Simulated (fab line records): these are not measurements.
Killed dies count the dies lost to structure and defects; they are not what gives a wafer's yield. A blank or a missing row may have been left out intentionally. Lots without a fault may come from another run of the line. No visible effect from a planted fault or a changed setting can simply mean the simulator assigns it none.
Comparing a struck lot with a sound one -- flow sfqLine -- 14 steps out of a route of 325
Sound: wafers L817.1, L817.4, L817.5. Wafers struck: L820.4, L820.5, L820.6. Last of all comes the cause.
At each step with rows: each side's tool, then ch and its chambers, then its first start. Under that, the readings that differ: sound wafers -- struck wafers -- difference of the means -- sigmas: that difference in standard deviations of wafers without a fault.
alike: readings with means less than 2 such deviations apart, plus words and numbers identical on both sides. not compared: withheld readings, readings lacking a value on some wafer, bounds such as >300 that could conceal the same value, and numbers that have no deviation in the record and whose values overlap.
The two part at a step that has a row with sigmas, a row that says differs or no value, or rows on one side only. Non-overlapping numbers with no deviation appear without sigmas and do not part them. A reading missing from all wafers of one side parts the sides only when that side holds two or more wafers.

SFQ_TRILAYER_M2_BARC_OPEN_METAL_ETCH_077: etches BARC in O2, target depth 125 nm, time 41.7 s.
  sound on rieMetal-01 ch 1, day 42 12:04; struck on rieMetal-02 ch 0,1, day 43 15:37
  alike: drypumpMotorCurrentA, heBacksideLeakSccm, oesProductAu
  not compared: rfHoursCounterH
SFQ_TRILAYER_M2_ETCH_METAL_ETCH_060: etches Nb in Cl2/Ar, stops on SiO2, target depth 240 nm, time 120 s.
  sound on rieMetal-01 ch 1, day 42 12:11; struck on rieMetal-02 ch 0,1, day 43 15:41
  alike: drypumpMotorCurrentA, heBacksideLeakSccm, oesProductAu
  not compared: rfHoursCounterH
SFQ_TRILAYER_M2_STRIP_STRIP_061: strips in O2.
  sound on rieMetal-01 ch 1, day 42 12:26; struck on rieMetal-02 ch 0,1, day 43 15:58
  alike: drypumpMotorCurrentA, heBacksideLeakSccm, oesProductAu
  not compared: rfHoursCounterH
then, 2 steps without rows for these wafers: SFQ_TRILAYER_M2_STRIP_SOLV_CLEAN_062 (cleans in NMP, time 600 s); SFQ_TRILAYER_I2_DEP_PECVD_063 (deposits SiO2 from SiH4/N2O, time 111.11 s, target thk 500 nm).
SFQ_TRILAYER_I2_CMP_CMP_064: polishes SiO2.
  sound on cmp-02 ch 2,3, day 42 16:35; struck on cmp-02 ch 1,2, day 43 19:35
  alike: motorCurrentA, timeToEndpointS
SFQ_I2_BOW_MEAS_917:
  sound on filmMetro-03, day 42 19:05; struck on filmMetro-02, day 43 22:09
  alike: I2_BOW
SFQ_TRILAYER_I2_METRO_MEASURE_065:
  sound on filmMetro-03, day 42 19:13; struck on filmMetro-02, day 43 22:49
  alike: thkNm
then, 4 steps without rows for these wafers: SFQ_TRILAYER_I2_VIA_LITHO_COAT_072 (resist thk 62 nm); SFQ_TRILAYER_I2_VIA_LITHO_COAT_067 (resist thk 650 nm); SFQ_TRILAYER_I2_VIA_LITHO_SOFTBAKE_071; SFQ_TRILAYER_I2_VIA_LITHO_EXPOSE_068 (exposes mask I2, target cd 500 nm).
-- the record jumps here: 6 days lie between the struck wafers' starts before and after --
SFQ_TRILAYER_I2_VIA_LITHO_PEB_070: peb time 60 s.
  sound on lithoTrack-02 ch 0, day 43 00:45; struck on lithoTrack-01, day 49 11:18
  no value came back on the struck wafers for chillPlateTempC (C), exhaustPa (Pa), resistLineTempC (C); on the sound wafers chillPlateTempC (C) reads 23.15 23.05 23.15
then, 1 step without rows for these wafers: SFQ_TRILAYER_I2_VIA_LITHO_DEVELOP_069 (time 60 s).

WHERE THEY PART
Within this record, at SFQ_TRILAYER_I2_VIA_LITHO_PEB_070 only.

WHY: what had been put in by the simulator
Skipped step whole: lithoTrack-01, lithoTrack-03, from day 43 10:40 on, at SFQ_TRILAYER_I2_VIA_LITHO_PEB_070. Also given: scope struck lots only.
